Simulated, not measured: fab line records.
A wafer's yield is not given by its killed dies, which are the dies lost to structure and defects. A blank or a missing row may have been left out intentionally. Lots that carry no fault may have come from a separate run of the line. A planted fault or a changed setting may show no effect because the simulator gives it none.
Tool commonality check    flow sky130    39 wafers sampled across 13 lots

WHAT PROMPTED THE OPENING
At SKY_LDD_P_TW_MEAS_11 the reading LDD_P_TW is flagged on 4 of 13 lots. Wafers without a fault read 635, standard deviation 4.6.
Rule: a lot gets a flag if all its wafers with a number sit over 4 standard deviations from that mean, or if no wafer of it has a number. As for the other lots, they are considered sound.

lot   measured      on             LDD_P_TW, wafer by wafer  flag
L630  day 18 16:55  film metro-03  641 639 642               
L631  day 19 10:04  film metro-01  632 633 632               
L632  day 19 20:19  film metro-03  641 641 642               
L633  day 20 06:25  film metro-01  629 629 627               
L634  day 20 23:22  film metro-03  644 644 642               
L635  day 21 11:13  film metro-02  633 631 635               
L636  day 21 20:04  film metro-03  644 640 639               
L637  day 21 21:14  film metro-01  633 633 633               
L640  day 23 09:22  film metro-03  636 638 640               
L641  day 23 12:12  film metro-03  1050 1056 1055            FLAGGED
L642  day 23 17:02  film metro-02  1044 1040 1046            FLAGGED
L643  day 24 02:13  film metro-01  1047 1048 1050            FLAGGED
L644  day 24 08:25  film metro-01  1046 1048 1051            FLAGGED
On average the flagged lots' numbers are 1048, which is +413 against the usual, or +90 standard deviations.

TOOL THAT RAN EACH LOT
The record keeps 1 process step preceding the reading, out of 708 steps on the route. Read each cell as the tool, then ch plus the chambers that the sampled wafers visited, then the start.
lot   flag     SKY_LDD_P_IMPLANT_09
L630           implanter-03 ch 0, day 18 16:41
L631           implanter-01 ch 0, day 19 09:49
L632           implanter-03 ch 0, day 19 20:05
L633           implanter-03 ch 0, day 20 06:10
L634           implanter-01 ch 0, day 20 23:10
L635           implanter-04 ch 0, day 21 10:59
L636           implanter-03 ch 0, day 21 19:49
L637           implanter-04 ch 0, day 21 20:59
L640           implanter-04 ch 0, day 23 09:04
L641  FLAGGED  implanter-01 ch 0, day 23 11:58
L642  FLAGGED  implanter-03 ch 0, day 23 16:47
L643  FLAGGED  implanter-03 ch 0, day 24 01:58
L644  FLAGGED  implanter-01 ch 0, day 24 08:11
What is done by these steps:
- SKY_LDD_P_IMPLANT_09
- SKY_LDD_P_TW_MEAS_11

FLAGGED AGAINST TOTAL, ONE TOOL AT A TIME (gauges that did the reading follow at the end)
step                  tool           lots run  flagged  share of the flagged lots  sound lots run after its first flagged lot
SKY_LDD_P_IMPLANT_09  implanter-01   4         2        some                       0
SKY_LDD_P_IMPLANT_09  implanter-03   6         2        some                       0
SKY_LDD_P_IMPLANT_09  implanter-04   3         0        none                       -
SKY_LDD_P_TW_MEAS_11  film metro-01  5         2        some                       0
SKY_LDD_P_TW_MEAS_11  film metro-02  2         1        some                       0
SKY_LDD_P_TW_MEAS_11  film metro-03  6         1        some                       0

WHAT THE TABLE ALLOWS
No row of the table ran every flagged lot.

WHAT THE SIMULATOR HAD INSERTED
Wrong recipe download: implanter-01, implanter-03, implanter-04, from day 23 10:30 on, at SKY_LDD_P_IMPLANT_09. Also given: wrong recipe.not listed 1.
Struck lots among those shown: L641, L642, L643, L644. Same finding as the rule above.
